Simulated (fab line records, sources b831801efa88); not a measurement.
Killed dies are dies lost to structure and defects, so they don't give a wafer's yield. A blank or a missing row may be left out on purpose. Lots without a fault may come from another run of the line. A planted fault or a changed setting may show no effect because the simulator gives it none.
Chamber matching | flow gf180mcu | GF_POLY_GATE_ETCH_13 on rie_si-01: 4 sister chambers
The step etches poly-Si in HBr/Cl2, stops on SiO2, target depth 198.5 nm, time 69.6 s. 4 wafers are shown with their chamber, then 12 later ones without.

WAFERS WITH THEIR CHAMBER
wafer  | chamber | drypump_motor_current_A (A)
L084.5 | 0       | 5.5
L087.3 | 1       | 5.7
L087.4 | 2       | 6.4
L087.5 | 3       | 5.4

WAFERS WITHOUT THEIR CHAMBER
wafer  | drypump_motor_current_A (A)
L091.2 | 5.7
L091.5 | 5.7
L091.6 | 5.5
L093.4 | 5.7
L093.5 | 5.4
L093.6 | 6.3
L094.4 | 6.4
L094.5 | 5.4
L094.6 | 6.4
L096.1 | 5.4
L096.2 | 6.4
L096.3 | 5.7

WHICH CHAMBER EACH WENT THROUGH
wafer  | from the rows above | in truth
L091.2 | 1                   | 1
L091.5 | 1                   | 1
L091.6 | 0                   | 0
L093.4 | 1                   | 1
L093.5 | 3                   | 3
L093.6 | 2                   | 2
L094.4 | 2                   | 2
L094.5 | 3                   | 3
L094.6 | 2                   | 2
L096.1 | 3                   | 3
L096.2 | 2                   | 2
L096.3 | 1                   | 1
Placed correctly: 12 of 12. Can't be placed from these rows: 0. Placed wrongly: 0.
How it was worked out, from the rows above alone: a wafer's distance from a chamber is the root of the sum, over the readings, of the square of ((its reading less the chamber's mean) divided by the reading's scatter). The wafer belongs to the nearest chamber; if the next one is less than 2 further off, it can't be placed. A chamber's mean is the mean of its shown wafers. The scatter: with one shown wafer a chamber, the root of the mean of the squares of how far each hidden wafer lies from its nearest shown one.
